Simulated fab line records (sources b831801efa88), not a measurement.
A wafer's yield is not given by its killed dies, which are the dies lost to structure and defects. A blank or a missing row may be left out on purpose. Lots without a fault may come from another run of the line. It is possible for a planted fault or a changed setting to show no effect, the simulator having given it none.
A sampling plan put to the test ; flow sfq line ; one fab line, 37 faults that these records tell of, each judged on the records of the lots that it struck; 1 more is left out, because the records don't allow judging it
The plan consists of the line's own looks: route steps at which the wafer is read by a gauge or an inspection but not changed. A look can be judged if struck wafers have a number there and the file gives its usual mean and standard deviation on fault-free wafers. Caught: 4 or more of those standard deviations (sigma) separate the usual mean from the mean of the struck wafers at a look after the fault's first step. On the tool: the test repeated on the tool's own readings taken at the fault's steps. It also counts as caught if the struck wafers ran another recipe or if their record alone is blank.

THE FAULTS, as the simulator had put them in
1. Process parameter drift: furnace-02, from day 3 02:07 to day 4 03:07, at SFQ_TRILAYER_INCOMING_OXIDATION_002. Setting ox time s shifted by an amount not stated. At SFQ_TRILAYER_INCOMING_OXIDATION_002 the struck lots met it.
2. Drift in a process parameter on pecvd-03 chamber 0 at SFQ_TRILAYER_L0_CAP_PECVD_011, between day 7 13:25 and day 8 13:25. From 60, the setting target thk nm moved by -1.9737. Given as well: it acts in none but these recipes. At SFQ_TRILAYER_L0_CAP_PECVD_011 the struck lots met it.
3. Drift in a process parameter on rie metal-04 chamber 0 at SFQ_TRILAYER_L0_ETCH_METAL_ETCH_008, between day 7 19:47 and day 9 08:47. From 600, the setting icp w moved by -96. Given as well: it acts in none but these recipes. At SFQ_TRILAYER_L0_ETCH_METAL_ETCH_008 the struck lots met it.
4. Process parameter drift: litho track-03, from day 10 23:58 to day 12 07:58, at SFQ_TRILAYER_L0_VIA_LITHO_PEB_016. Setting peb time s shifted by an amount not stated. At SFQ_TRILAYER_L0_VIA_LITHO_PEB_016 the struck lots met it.
5. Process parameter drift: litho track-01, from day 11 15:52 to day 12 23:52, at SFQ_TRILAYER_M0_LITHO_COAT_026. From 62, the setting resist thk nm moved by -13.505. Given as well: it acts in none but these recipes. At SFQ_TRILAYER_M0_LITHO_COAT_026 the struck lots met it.
6. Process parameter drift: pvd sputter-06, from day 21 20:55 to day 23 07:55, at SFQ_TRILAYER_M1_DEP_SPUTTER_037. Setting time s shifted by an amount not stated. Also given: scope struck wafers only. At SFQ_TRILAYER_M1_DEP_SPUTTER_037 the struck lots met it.
7. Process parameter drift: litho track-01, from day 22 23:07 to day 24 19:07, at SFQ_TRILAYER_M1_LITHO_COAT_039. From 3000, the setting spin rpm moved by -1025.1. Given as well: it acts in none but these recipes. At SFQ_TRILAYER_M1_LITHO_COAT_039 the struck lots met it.
8. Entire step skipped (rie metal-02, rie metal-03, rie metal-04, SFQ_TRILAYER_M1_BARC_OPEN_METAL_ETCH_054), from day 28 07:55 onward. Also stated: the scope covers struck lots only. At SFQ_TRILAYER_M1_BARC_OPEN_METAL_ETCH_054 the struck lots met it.
9. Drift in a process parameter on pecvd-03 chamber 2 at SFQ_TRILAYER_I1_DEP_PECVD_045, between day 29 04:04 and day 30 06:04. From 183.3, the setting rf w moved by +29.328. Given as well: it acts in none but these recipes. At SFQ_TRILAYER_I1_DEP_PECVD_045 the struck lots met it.
10. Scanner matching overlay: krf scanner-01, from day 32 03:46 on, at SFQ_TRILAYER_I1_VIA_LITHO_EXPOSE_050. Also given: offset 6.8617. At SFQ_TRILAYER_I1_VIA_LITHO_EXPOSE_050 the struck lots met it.
11. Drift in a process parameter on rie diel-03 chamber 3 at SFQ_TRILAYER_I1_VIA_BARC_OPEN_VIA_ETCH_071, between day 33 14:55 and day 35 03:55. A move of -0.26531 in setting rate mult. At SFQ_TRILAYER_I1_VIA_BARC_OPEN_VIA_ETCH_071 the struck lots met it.
12. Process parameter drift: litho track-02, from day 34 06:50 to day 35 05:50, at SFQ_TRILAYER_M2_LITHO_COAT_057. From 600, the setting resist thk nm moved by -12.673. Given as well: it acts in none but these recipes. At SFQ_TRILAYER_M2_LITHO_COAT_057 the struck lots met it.
13. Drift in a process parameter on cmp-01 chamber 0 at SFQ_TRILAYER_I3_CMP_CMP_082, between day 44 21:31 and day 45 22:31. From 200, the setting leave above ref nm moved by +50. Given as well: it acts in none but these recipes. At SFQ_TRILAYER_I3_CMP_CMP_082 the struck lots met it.
14. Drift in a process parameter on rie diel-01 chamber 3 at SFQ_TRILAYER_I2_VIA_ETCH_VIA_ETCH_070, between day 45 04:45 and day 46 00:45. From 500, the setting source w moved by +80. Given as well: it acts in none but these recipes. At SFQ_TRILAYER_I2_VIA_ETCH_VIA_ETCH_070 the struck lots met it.
15. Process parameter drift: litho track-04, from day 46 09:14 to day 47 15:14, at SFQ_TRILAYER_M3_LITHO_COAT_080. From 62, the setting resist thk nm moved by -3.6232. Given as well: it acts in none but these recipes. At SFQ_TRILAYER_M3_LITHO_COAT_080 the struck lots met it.
16. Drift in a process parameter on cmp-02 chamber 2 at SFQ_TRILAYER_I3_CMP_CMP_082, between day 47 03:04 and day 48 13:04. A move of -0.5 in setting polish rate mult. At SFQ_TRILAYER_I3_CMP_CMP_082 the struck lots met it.
17. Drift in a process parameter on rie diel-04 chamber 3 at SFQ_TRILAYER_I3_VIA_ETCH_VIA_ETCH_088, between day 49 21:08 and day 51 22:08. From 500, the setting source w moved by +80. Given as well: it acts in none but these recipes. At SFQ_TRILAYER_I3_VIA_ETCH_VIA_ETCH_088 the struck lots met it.
18. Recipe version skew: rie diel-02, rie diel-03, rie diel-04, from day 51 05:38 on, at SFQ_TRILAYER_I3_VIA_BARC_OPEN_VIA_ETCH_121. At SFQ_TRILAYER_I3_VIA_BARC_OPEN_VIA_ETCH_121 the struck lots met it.
19. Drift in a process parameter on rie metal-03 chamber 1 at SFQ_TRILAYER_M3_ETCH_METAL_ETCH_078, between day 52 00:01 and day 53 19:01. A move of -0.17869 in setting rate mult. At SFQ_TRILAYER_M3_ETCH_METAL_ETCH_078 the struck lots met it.
20. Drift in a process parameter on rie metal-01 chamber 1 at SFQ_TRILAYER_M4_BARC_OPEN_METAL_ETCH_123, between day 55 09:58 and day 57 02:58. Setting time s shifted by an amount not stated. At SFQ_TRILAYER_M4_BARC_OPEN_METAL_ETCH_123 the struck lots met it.
21. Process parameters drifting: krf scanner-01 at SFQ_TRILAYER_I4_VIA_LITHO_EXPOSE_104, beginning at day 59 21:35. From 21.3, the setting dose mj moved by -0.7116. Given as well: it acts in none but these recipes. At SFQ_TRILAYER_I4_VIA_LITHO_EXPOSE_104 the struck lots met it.
22. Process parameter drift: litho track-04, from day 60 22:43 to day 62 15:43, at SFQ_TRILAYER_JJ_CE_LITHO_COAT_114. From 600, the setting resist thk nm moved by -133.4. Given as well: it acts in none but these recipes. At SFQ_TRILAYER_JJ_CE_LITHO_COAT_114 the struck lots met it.
23. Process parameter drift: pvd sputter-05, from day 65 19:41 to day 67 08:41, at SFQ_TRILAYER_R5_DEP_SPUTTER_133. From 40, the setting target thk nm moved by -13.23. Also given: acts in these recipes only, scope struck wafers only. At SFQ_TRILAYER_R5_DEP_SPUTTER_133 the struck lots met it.
24. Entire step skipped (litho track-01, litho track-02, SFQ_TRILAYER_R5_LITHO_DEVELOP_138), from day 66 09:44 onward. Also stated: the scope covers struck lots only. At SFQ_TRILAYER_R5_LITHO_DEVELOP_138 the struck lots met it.
25. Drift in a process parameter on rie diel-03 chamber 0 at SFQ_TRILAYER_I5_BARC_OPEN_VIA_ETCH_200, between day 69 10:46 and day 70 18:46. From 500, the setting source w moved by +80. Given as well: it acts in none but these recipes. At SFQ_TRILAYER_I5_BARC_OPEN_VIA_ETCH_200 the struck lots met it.
26. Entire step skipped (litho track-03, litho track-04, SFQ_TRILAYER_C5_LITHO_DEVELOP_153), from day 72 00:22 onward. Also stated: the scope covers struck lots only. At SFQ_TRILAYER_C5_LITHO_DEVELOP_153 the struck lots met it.
27. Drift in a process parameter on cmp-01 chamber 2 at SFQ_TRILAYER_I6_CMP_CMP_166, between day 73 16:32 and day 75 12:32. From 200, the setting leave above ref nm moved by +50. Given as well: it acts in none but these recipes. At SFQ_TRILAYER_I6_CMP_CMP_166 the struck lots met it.
28. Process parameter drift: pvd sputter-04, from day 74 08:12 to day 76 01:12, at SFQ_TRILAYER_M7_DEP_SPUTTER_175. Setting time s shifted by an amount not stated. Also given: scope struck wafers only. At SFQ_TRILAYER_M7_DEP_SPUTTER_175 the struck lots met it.
29. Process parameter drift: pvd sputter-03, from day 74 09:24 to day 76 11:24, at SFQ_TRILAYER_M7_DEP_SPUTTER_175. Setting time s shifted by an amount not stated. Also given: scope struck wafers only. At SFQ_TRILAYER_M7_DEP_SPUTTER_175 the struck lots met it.
30. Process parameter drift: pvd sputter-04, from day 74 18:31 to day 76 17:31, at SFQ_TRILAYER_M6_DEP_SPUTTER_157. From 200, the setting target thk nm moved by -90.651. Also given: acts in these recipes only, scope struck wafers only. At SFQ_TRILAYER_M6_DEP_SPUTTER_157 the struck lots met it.
31. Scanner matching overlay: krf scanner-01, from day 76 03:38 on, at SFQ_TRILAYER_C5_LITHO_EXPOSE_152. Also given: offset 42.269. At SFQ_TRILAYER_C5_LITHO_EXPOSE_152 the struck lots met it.
32. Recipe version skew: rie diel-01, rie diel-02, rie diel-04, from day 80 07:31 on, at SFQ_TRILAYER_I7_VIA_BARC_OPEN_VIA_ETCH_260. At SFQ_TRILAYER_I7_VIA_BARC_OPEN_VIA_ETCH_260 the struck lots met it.
33. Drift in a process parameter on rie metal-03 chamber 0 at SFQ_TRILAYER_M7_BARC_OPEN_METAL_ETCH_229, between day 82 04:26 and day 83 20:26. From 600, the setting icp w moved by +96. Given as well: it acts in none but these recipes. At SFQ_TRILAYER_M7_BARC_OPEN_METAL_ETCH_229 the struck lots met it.
34. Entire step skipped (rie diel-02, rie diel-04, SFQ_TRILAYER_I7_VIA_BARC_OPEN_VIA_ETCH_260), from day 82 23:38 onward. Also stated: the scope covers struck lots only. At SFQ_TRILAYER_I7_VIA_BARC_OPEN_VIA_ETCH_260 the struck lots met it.
35. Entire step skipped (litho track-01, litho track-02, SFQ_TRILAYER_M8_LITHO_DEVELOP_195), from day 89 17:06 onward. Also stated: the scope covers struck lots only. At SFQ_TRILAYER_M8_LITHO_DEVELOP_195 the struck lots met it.
36. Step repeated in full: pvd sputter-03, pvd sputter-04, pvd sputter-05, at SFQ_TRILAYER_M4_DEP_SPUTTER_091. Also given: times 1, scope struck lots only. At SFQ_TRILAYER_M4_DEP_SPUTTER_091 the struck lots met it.
37. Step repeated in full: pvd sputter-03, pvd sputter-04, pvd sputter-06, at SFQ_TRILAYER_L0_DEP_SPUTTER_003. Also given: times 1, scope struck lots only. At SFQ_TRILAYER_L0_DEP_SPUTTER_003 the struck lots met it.

WHAT THE PLAN SAW
fault;on the tool itself;first look that catches it;reading, sigma;median hours from its first step to that look;hours from the fault's start to the first struck lot there;judged looks passed uncaught
1;under 2 sigma;no look after it can be judged;-;-;-;0
2;under 2 sigma;not the one look that can be judged after it;-;-;-;1
3;rf fwd power W -37 sigma;no look after it can be judged;-;-;-;0
4;under 2 sigma;not the one look that can be judged after it;-;-;-;1
5;no reading that can be judged;no look after it can be judged;-;-;-;0
6;under 2 sigma;SFQ_M1_RS_MEAS_909;M1_NB_RS -14;0.1;6;0
7;spin speed rpm -99 or beyond sigma;not the one look that can be judged after it;-;-;-;1
8;the tool's record is blank for the struck wafers;no look after it can be judged;-;-;-;0
9;rf fwd power W +43 sigma;no look after it can be judged;-;-;-;0
10;no reading that can be judged;no look after it can be judged;-;-;-;0
11;under 2 sigma;no look after it can be judged;-;-;-;0
12;no reading that can be judged;not the one look that can be judged after it;-;-;-;1
13;only faintly: time to endpoint s -3.2 sigma;none of the 2 looks that can be judged after it;-;-;-;2
14;rf fwd power W +47 sigma;no look after it can be judged;-;-;-;0
15;no reading that can be judged;none of the 2 looks that can be judged after it;-;-;-;2
16;time to endpoint s +8.1 sigma;no look after it can be judged;-;-;-;0
17;rf fwd power W +47 sigma;no look after it can be judged;-;-;-;0
18;oes product au +28 sigma;no look after it can be judged;-;-;-;0
19;under 2 sigma;no look after it can be judged;-;-;-;0
20;oes product au +15 sigma;no look after it can be judged;-;-;-;0
21;exposure dose mJ cm2 -37 sigma;not the one look that can be judged after it;-;-;-;1
22;no reading that can be judged;not the one look that can be judged after it;-;-;-;1
23;under 2 sigma;SFQ_R5_RS_MEAS_933;R5_MONX_RS +36;0.1;24;0
24;no reading that can be judged;no look after it can be judged;-;-;-;0
25;rf fwd power W +40 sigma;no look after it can be judged;-;-;-;0
26;no reading that can be judged;no look after it can be judged;-;-;-;0
27;time to endpoint s -6.8 sigma;no look after it can be judged;-;-;-;0
28;under 2 sigma;SFQ_M7_RS_MEAS_943;M7_NB_RS -6.7;0.1;35;0
29;under 2 sigma;SFQ_M7_RS_MEAS_943;M7_NB_RS -11;0.1;35;0
30;under 2 sigma;SFQ_M6_RS_MEAS_938;M6_NB_RS +97;0.1;37;0
31;no reading that can be judged;SFQ_C5_OVL_MEAS_937;C5_OVL +9.8;1.4;0;0
32;oes product au +27 sigma;no look after it can be judged;-;-;-;0
33;rf fwd power W +36 sigma;no look after it can be judged;-;-;-;0
34;the tool's record is blank for the struck wafers;no look after it can be judged;-;-;-;0
35;no reading that can be judged;no look after it can be judged;-;-;-;0
36;under 2 sigma;SFQ_M4_RS_MEAS_924;M4_NB_RS -38;0.4;-;0
37;under 2 sigma;SFQ_L0_RS_MEAS_901;L0_MONX_KI_RS -45;0.3;-;0
A dash: the fault is not caught, or the number is missing from these records.

Caught at a look: 8 of 37. Caught on the tool: 15 of 37. By one or the other: 23 of 37.
Faults caught by the tool alone: 3, 7, 8, 9, 14, 16, 17, 18, 20, 21, 25, 27, 32, 33, 34.
Caught at a look alone: faults 6, 23, 28, 29, 30, 31, 36, 37.
Caught by neither: faults 1, 2, 4, 5, 10, 11, 12, 13, 15, 19, 22, 24, 26, 35.

THINNER SAMPLING
If the look that catches a fault measured only every second or every third lot, by lot number, the first struck lot would be measured this late in the worst case:
fault;struck lots at that look, in order of time;every lot;every second lot;every third lot
6;L538;6 h;may miss it;may miss it
23;L514;24 h;may miss it;may miss it
28;L116;35 h;may miss it;may miss it
29;L361, L362;35 h;38 h;may miss all 2
30;L615;37 h;may miss it;may miss it
31;L751, L752, L754, L755;0 h;3 h;may miss all 4
Hours count from the start of the fault until the first struck lot that is measured. The test against the limit of 4 sigma pooled every struck wafer, which means one lot taken alone may stay below that limit. Other struck lots may not be in these records.

THE LONGEST TIMED WAY FROM STEP TO LOOK
Fault 31: a median of 1.4 hours passes between SFQ_TRILAYER_C5_LITHO_EXPOSE_152 and SFQ_C5_OVL_MEAS_937. No look between them can be judged.
